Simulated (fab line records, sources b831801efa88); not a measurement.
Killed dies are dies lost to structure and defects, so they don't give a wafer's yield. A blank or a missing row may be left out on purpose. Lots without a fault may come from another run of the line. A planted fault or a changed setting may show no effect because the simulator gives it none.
Which tool did it? | flow gf180mcu | 13 lots, 39 wafers sampled, at 2 steps of a route of 602

WHAT THE GAUGES READ, wafer by wafer
GF_VT_IMPLANT_OVL_MEAS_18.
lot  | measured     | on         | VT_IMPLANT_01_OVL (nm)
L210 | day 6 13:22  | overlay-02 | 0.4 0.0 1.2
L211 | day 6 16:23  | overlay-01 | 0.2 -1.3 -0.4
L214 | day 7 15:10  | overlay-02 | 2.1 2.6 3.8
L218 | day 8 17:25  | overlay-01 | 2.4 3.7 4.2
L219 | day 8 20:52  | overlay-02 | -0.2 -0.2 0.6
L221 | day 9 06:33  | overlay-02 | 2.1 0.5 2.0
L223 | day 9 19:35  | overlay-01 | 2.7 3.0 4.2
L225 | day 10 05:31 | overlay-01 | 2.1 2.9 1.4
L227 | day 10 20:34 | overlay-02 | 0.6 1.4 1.7
L228 | day 11 01:44 | overlay-02 | 0.8 1.2 2.4
L231 | day 11 19:27 | overlay-02 | 1.8 1.0 2.2
L232 | day 12 00:41 | overlay-01 | -0.7 0.3 0.2
L233 | day 12 04:28 | overlay-02 | 1.3 1.6 1.3

GF_HV_LDD_TW_MEAS_50.
lot  | measured     | on            | HV_LDD_4_TW
L210 | day 12 17:22 | film_metro-02 | 569 568 567
L211 | day 12 19:15 | film_metro-02 | 570 570 571
L214 | day 14 03:58 | film_metro-04 | 575 575 573
L218 | day 15 14:43 | film_metro-04 | 581 578 576
L219 | day 15 19:28 | film_metro-04 | 578 577 576
L221 | day 16 12:25 | film_metro-03 | 564 564 565
L223 | day 16 20:37 | film_metro-02 | 568 567 569
L225 | day 17 11:14 | film_metro-04 | 576 573 574
L227 | day 18 02:34 | film_metro-04 | 578 580 579
L228 | day 18 07:13 | film_metro-03 | 567 564 568
L231 | day 19 07:52 | film_metro-04 | 575 580 578
L232 | day 19 14:02 | film_metro-02 | 574 575 576
L233 | day 19 22:10 | film_metro-04 | 579 574 580

WHICH TOOL RAN EACH LOT (tool, then ch and the chambers of the sampled wafers, then the start)
The record holds no process step before these readings.

WHAT THE TOOLS THEMSELVES READ (means of the sampled wafers that have a number; where no wafer has one, the mark that the record gives instead)
The record holds no such reading with a usual standard deviation.

THE ANSWER, worked out from the rows above alone
Rule: what is usual is taken from the lots themselves. Put in order of their means at a reading, lots are off if they are a third of the lots or fewer, leave a main group of 4 or more, and stand apart from it by a gap of 3 or more times the standard deviation of the main group's means; of several such gaps the widest counts. A main group whose means are all the same, to the digits that the tables above print for the reading, isn't used. A lot without any number at a reading at which 4 lots or more have one is off too. The other lots that the step has rows for count as sound. The gauges are gone through in route order, then the tools' own readings, and for those a lot's mean is taken as printed above. The first step at which some lot is off is used, and at that step the reading that is off furthest; a lot without a number counts as furthest.
No lot is off at any reading shown: from this, nothing can be told.

WHAT THE SIMULATOR HAD PUT IN
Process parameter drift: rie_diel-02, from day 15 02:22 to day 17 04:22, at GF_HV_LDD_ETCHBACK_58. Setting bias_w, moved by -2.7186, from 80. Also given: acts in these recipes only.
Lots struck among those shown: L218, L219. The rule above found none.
